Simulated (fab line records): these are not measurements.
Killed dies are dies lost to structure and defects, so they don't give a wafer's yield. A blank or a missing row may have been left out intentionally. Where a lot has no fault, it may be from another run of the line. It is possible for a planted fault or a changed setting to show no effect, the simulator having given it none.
Chamber matching    flow gf180mcu    rie diel-04 running GF_V3_ETCH_16: 4 sister chambers
The step etches BARC in N2/H2. 7 wafers are shown with their chamber, then 7 later ones without.

WAFERS PAIRED WITH THEIR CHAMBERS
wafer   chamber  oes product au (a.u.)  throttle valve pct (%)
L115.3  1        0.860                  13.218
L117.3  3        0.852                  13.215
L117.6  0        0.853                  13.223
L132.3  3        0.857                  13.220
L132.5  2        0.852                  13.209
L133.2  0        0.857                  13.227
L133.5  2        0.854                  13.230

WAFERS MISSING THEIR CHAMBER
wafer   oes product au (a.u.)  throttle valve pct (%)
L133.6  0.845                  13.216
L134.2  0.855                  13.234
L134.4  0.856                  13.213
L134.5  0.863                  13.239
L135.1  0.857                  13.214
L135.2  0.857                  13.223
L135.3  0.849                  13.216

THE CHAMBER EACH PASSED THROUGH
wafer   from the rows above                in truth
L133.6  can't be placed: 2 or 3 or 0       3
L134.2  can't be placed: 0 or 2 or 3 or 1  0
L134.4  can't be placed: 3 or 2 or 0 or 1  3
L134.5  can't be placed: 1 or 0 or 3 or 2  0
L135.1  can't be placed: 3 or 1 or 0 or 2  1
L135.2  can't be placed: 0 or 3 or 1 or 2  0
L135.3  can't be placed: 2 or 3 or 0       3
Correctly placed: 0 of 7. From these rows, 7 cannot be placed; in 7 the true chamber is one of the candidates. Number placed wrongly: 0.
How it was worked out, from the rows above alone: a wafer's distance from a chamber is the root of the sum, over the readings, of the square of ((its reading less the chamber's mean) divided by the reading's scatter). If the next closest chamber is less than 2 further off than the closest, the wafer can't be placed; otherwise it belongs to the closest. Each chamber's mean is taken over the wafers shown for it. The scatter: the root of (the sum of the squares of (reading less its chamber's mean) over the shown wafers, divided by (wafers less chambers)).
